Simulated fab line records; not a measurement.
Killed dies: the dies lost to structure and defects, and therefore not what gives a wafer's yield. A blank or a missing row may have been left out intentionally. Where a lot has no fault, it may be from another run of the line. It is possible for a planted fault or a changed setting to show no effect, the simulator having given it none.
Split-lot experiment    flow sfq_line    route with 325 steps; 5 lots, 15 wafers read

== THE SPLIT ==
At SFQ_TRILAYER_M0_LITHO_COAT_026 (resist thk 62 nm), the setting resist_thk_nm was moved away from the recipe's 62 nm on 5 of the 15 wafers read, by -3.5% to +5.3%. All remaining wafers had this setting at the recipe value.

== FROM THE SPLIT TO THE READING: what the file shows between them, 2 steps ==
- SFQ_TRILAYER_M0_LITHO_PEB_024: peb time 60 s (also split here: peb_time_s)
- SFQ_TRILAYER_M0_LITHO_DEVELOP_023: time 60 s

== THE READING ==
etch.depth_nm (the simulator's own value, which no gauge read), in nm, at SFQ_TRILAYER_M0_BARC_OPEN_METAL_ETCH_031 (etches BARC in O2, target depth 125 nm, time 41.7 s). No usual value for it is given in the file. Across the 10 wafers here that went through the recipe, the average is 62.16 nm and the standard deviation 0.14 nm.

wafer   tool, chamber at the split  resist_thk_nm as run, nm  against the recipe  etch.depth_nm, nm  against lot-mates on the recipe
L076.3  litho_track-03, 0           62                        recipe              62.3               -
L076.5  litho_track-03, 0           62                        recipe              62.25              -
L076.6  litho_track-03, 0           62                        recipe              62.16              -
L077.1  litho_track-04, 0           64.16                     +3.5%               64.04              +2.20
L077.2  litho_track-04, 0           62                        recipe              61.84              -
L079.2  litho_track-01, 0           62                        recipe              62.21              -
L079.4  litho_track-01, 0           62                        recipe              62.06              -
L079.6  litho_track-01, 0           62                        recipe              62.15              -
L082.1  litho_track-03, 0           62                        recipe              62.14              -
L082.3  litho_track-03, 0           62                        recipe              62.16              -
L082.4  litho_track-03, 0           59.83                     -3.5%               60.07              -2.16
L082.5  litho_track-03, 0           59.83                     -3.5%               60.07              -2.16
L082.6  litho_track-03, 0           62                        recipe              62.38              -
L084.3  litho_track-01, 0           65.26                     +5.3%               65.63              no lot-mate on the recipe
L084.4  litho_track-01, 0           65.26                     +5.3%               65.58              no lot-mate on the recipe

FIT RESULTS
A straight line over all 15 wafers: etch.depth_nm changes by +0.623 nm for each +1% of resist_thk_nm; r = +1.00; the points scatter about the line by 0.16 nm.
The same after taking each lot's own level away (the mean of its wafers on the recipe; 13 wafers): +0.622 nm for each +1%; r = +1.00; scatter 0.073 nm.
According to that fit, moving resist_thk_nm by its largest amount changes the reading by 3.3 nm.
From 61.840 to 62.237 nm: that is the span of the lots' own levels, equal to 2.9 times the standard deviation above.
The two slopes agree, so the slope changes little with the lot-to-lot level.
Check: with one of the wafers moved furthest among these (-3.5%) left out of the fit, the line predicts -2.18 nm for it against its lot-mates. It came out at -2.16 nm against them.

== THESE WAFERS: OTHER SPLITS ==
These wafers also went through other splits before the reading. Each is held against what the fit with the lots' levels taken away leaves over:
other split on the same wafers                 wafers away from the commonest value  r with etch.depth_nm (lot level and that fit taken away)
SFQ_TRILAYER_INCOMING_OXIDATION_002 ox_time_s  7                                     +0.07
SFQ_TRILAYER_M0_LITHO_PEB_024 peb_time_s       7                                     -0.32

== THE WHOLE CHAIN: every reading that the file lists as answering this split, in the file's order ==
step                                      what it does                                         reading                                                                                     change (the file's fit)               r (the file's)
SFQ_TRILAYER_M0_LITHO_COAT_026            resist thk 62 nm                                     BARC_of_TRILAYER_M0_LITHO_COAT_026.thk_nm (the simulator's own value, which no gauge read)  +0.62 nm for each +1% of the setting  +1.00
SFQ_TRILAYER_M0_BARC_OPEN_METAL_ETCH_031  etches BARC in O2, target depth 125 nm, time 41.7 s  etch.depth_nm (the simulator's own value, which no gauge read)                              +0.62 nm for each +1% of the setting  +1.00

== THE FILE'S OWN FIT ==
etch.depth_nm changes by +0.62 nm for each +1% of resist_thk_nm, r = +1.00.
